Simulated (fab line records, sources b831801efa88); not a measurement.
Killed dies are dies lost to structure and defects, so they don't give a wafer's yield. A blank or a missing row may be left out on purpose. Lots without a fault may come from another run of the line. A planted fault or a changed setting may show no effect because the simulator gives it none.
Which tool did it? | flow sky130 | 10 lots, 30 wafers sampled, at 6 steps of a route of 708

WHAT THE GAUGES READ, wafer by wafer
SKY_CAPM_OVL_MEAS_12. Usual: CAPM_OVL -1.2 nm, standard deviation 1.7.
lot  | measured     | on         | CAPM_OVL (nm)  | flag
L543 | day 39 16:53 | overlay-02 | -1.4 -0.4 0.2  |
L545 | day 39 20:29 | overlay-02 | -3.1 -2.0 -2.0 |
L547 | day 40 16:03 | overlay-02 | -3.5 -3.3 -2.4 |
L548 | day 40 20:26 | overlay-02 | -3.9 -1.9 -2.8 |
L550 | day 41 11:22 | overlay-01 | -0.1 0.1 -1.2  |
L553 | day 42 12:44 | overlay-02 | -1.7 -1.5 -2.8 |
L557 | day 43 05:09 | overlay-02 | -0.8 -1.1 -1.1 |
L558 | day 43 08:47 | overlay-01 | 0.4 -0.4 0.5   |
L559 | day 43 17:22 | overlay-01 | -1.8 -0.9 -1.1 |
L564 | day 44 13:08 | overlay-01 | 0.1 1.4 -1.3   |

SKY_VIA3_THK_MEAS_01. Usual: VIA3_HDPCVD_THK 1633 nm, standard deviation 19.
lot  | measured     | on            | VIA3_HDPCVD_THK (nm) | flag
L543 | day 40 20:05 | film_metro-02 | 1689 1676 1659       |
L545 | day 40 23:40 | film_metro-02 | 1633 1682 1650       |
L547 | day 41 18:58 | film_metro-02 | 1648 1674 1652       |
L548 | day 41 22:28 | film_metro-03 | 1610 1622 1630       |
L550 | day 42 12:45 | film_metro-03 | 1634 1658 1659       |
L553 | day 43 11:44 | film_metro-02 | 1629 1598 1614       |
L557 | day 44 02:25 | film_metro-01 | 1621 1645 1632       |
L558 | day 44 05:50 | film_metro-01 | 1617 1613 1596       |
L559 | day 44 14:05 | film_metro-01 | 1626 1651 1633       |
L564 | day 45 14:23 | film_metro-02 | 1633 1656 1645       |

SKY_VIA3_BOW_MEAS_03. Usual: VIA3_BOW 80 um, standard deviation 7.5.
lot  | measured     | on            | VIA3_BOW (um)   | flag
L543 | day 40 20:27 | film_metro-01 | 57 75 70        |
L545 | day 41 00:02 | film_metro-01 | 86 74 74        |
L547 | day 41 19:20 | film_metro-01 | 82 83 90        |
L548 | day 41 22:49 | film_metro-02 | 77 75 65        |
L550 | day 42 13:07 | film_metro-02 | 77 82 85        |
L553 | day 43 12:08 | film_metro-02 | 81 81 95        |
L557 | day 44 02:48 | film_metro-01 | 83 106 88 - - - |
L558 | day 44 06:13 | film_metro-02 | 107 85 82 - - - |
L559 | day 44 14:27 | film_metro-01 | 87 101 90       |
L564 | day 45 14:44 | film_metro-03 | 79 94 91        |

WHICH TOOL RAN EACH LOT (tool, then ch and the chambers of the sampled wafers, then the start)
lot  | SKY_METAL3_SPUTTER_02        | SKY_METAL3_ETCH_16                | SKY_METAL3_METAL_ETCH_18
L543 | pvd_sputter-03, day 38 15:17 | rie_metal-02 ch 0,1, day 40 18:58 | rie_metal-04 ch 0,1, day 40 19:05
L545 | pvd_sputter-01, day 38 19:10 | rie_metal-02 ch 0, day 40 22:37   | rie_metal-04 ch 1, day 40 22:44
L547 | pvd_sputter-01, day 39 14:34 | rie_metal-04 ch 0,1, day 41 17:46 | rie_metal-01 ch 0,1, day 41 17:54
L548 | pvd_sputter-03, day 39 19:46 | rie_metal-02 ch 0, day 41 21:19   | rie_metal-04 ch 0,1, day 41 21:26
L550 | pvd_sputter-03, day 40 11:31 | rie_metal-04 ch 0,1, day 42 11:42 | rie_metal-02 ch 0,1, day 42 11:49
L553 | pvd_sputter-04, day 41 13:52 | rie_metal-04 ch 0,1, day 43 10:39 | rie_metal-01 ch 0,1, day 43 10:47
L557 | pvd_sputter-03, day 42 06:55 | rie_metal-02 ch 0,1, day 44 01:23 | rie_metal-04 ch 0,1, day 44 01:31
L558 | pvd_sputter-03, day 42 10:55 | rie_metal-04 ch 0, day 44 04:46   | rie_metal-01 ch 0,1, day 44 04:53
L559 | pvd_sputter-03, day 42 21:11 | rie_metal-04 ch 0,1, day 44 13:01 | rie_metal-02 ch 0,1, day 44 13:08
L564 | pvd_sputter-04, day 43 18:31 | rie_metal-01 ch 0,1, day 45 13:19 | rie_metal-02 ch 0,1, day 45 13:26
- SKY_METAL3_SPUTTER_02: material AlCu, target thk 735 nm, time 39.1 s.
- SKY_METAL3_ETCH_16: etches BARC in N2/H2, stops on SiO2, time 88.2 s, target depth 60 nm.
- SKY_METAL3_METAL_ETCH_18: etches the open film in Cl2/BCl3, stops on SiO2, target depth 845 nm, time 183.1 s.

WHAT THE TOOLS THEMSELVES READ (means of the sampled wafers that have a number; where no wafer has one, the mark that the record gives instead)
SKY_METAL3_SPUTTER_02. Usual: throttle_valve_pct 29.9 %, standard deviation 0.72.
lot  | tool           | throttle_valve_pct (%) | flag
L543 | pvd_sputter-03 | 29.7                   |
L545 | pvd_sputter-01 | 29.9                   |
L547 | pvd_sputter-01 | 29.9                   |
L548 | pvd_sputter-03 | 30.0                   |
L550 | pvd_sputter-03 | 30.5                   |
L553 | pvd_sputter-04 | 30.8                   |
L557 | pvd_sputter-03 | 29.4                   |
L558 | pvd_sputter-03 | 30.2                   |
L559 | pvd_sputter-03 | 30.2                   |
L564 | pvd_sputter-04 | 30.5                   |

SKY_METAL3_ETCH_16. Usual: drypump_motor_current_A 5.5 A, standard deviation 0.57; oes_product_au 0.625 a.u., standard deviation 0.0048; throttle_valve_pct 13.205 %, standard deviation 0.0094.
lot  | tool         | drypump_motor_current_A (A) | oes_product_au (a.u.) | throttle_valve_pct (%) | flag
L543 | rie_metal-02 | 5.3                         | 0.627                 | 13.205                 |
L545 | rie_metal-02 | 5.0                         | 0.627                 | 13.211                 |
L547 | rie_metal-04 | 5.4                         | 0.631                 | 13.198                 |
L548 | rie_metal-02 | 5.0                         | 0.622                 | 13.197                 |
L550 | rie_metal-04 | 5.4                         | 0.629                 | 13.211                 |
L553 | rie_metal-04 | 5.6                         | 0.623                 | 13.202                 |
L557 | rie_metal-02 | 5.3                         | 0.624                 | 13.210                 |
L558 | rie_metal-04 | 5.2                         | 0.629                 | 13.213                 |
L559 | rie_metal-04 | 5.6                         | 0.619                 | 13.215                 |
L564 | rie_metal-01 | 5.3                         | 0.628                 | 13.205                 |

SKY_METAL3_METAL_ETCH_18. Usual: drypump_motor_current_A 5.5 A, standard deviation 0.59; oes_product_au 0.864 a.u., standard deviation 0.0067; throttle_valve_pct 22.263 %, standard deviation 0.0089.
lot  | tool         | drypump_motor_current_A (A) | oes_product_au (a.u.) | throttle_valve_pct (%) | flag
L543 | rie_metal-04 | 5.6                         | 0.867                 | 22.263                 |
L545 | rie_metal-04 | 5.8                         | 0.873                 | 22.262                 |
L547 | rie_metal-01 | 5.8                         | 0.862                 | 22.261                 |
L548 | rie_metal-04 | 5.6                         | 0.856                 | 22.251                 |
L550 | rie_metal-02 | 5.3                         | 0.861                 | 22.261                 |
L553 | rie_metal-01 | 5.8                         | 0.866                 | 22.265                 |
L557 | rie_metal-04 | 5.6                         | 0.792                 | 22.259                 | OFF
L558 | rie_metal-01 | 5.8                         | 0.794                 | 22.271                 | OFF
L559 | rie_metal-02 | 5.3                         | 0.719                 | 22.255                 | OFF
L564 | rie_metal-02 | 5.7                         | 0.866                 | 22.261                 |

THE ANSWER, worked out from the rows above alone
Rule: a lot is off if the mean of its wafers that have a number lies more than 3 standard deviations from the usual mean. A lot without any number at a reading at which 4 lots or more have one is off too. The other lots that the step has rows for count as sound. The gauges are gone through in route order, then the tools' own readings, and for those a lot's mean is taken as printed above. The first step at which some lot is off is used, and at that step the reading that is off furthest; a lot without a number counts as furthest.
Off: L557, L558, L559, at SKY_METAL3_METAL_ETCH_18 (oes_product_au).
A tool fits if, at that step or a process step before it, it ran every lot that is off, and no sound lot after the first of them. One fits: pvd_sputter-03 at SKY_METAL3_SPUTTER_02. Its last sound lot is L550 (day 40 11:31), its first lot that is off L557 (day 42 06:55): a fault that began between those two fits.

WHAT THE SIMULATOR HAD PUT IN
Process parameter drift: pvd_sputter-03, from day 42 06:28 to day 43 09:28, at SKY_METAL3_SPUTTER_02. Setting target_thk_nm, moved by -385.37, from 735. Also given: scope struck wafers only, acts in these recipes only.
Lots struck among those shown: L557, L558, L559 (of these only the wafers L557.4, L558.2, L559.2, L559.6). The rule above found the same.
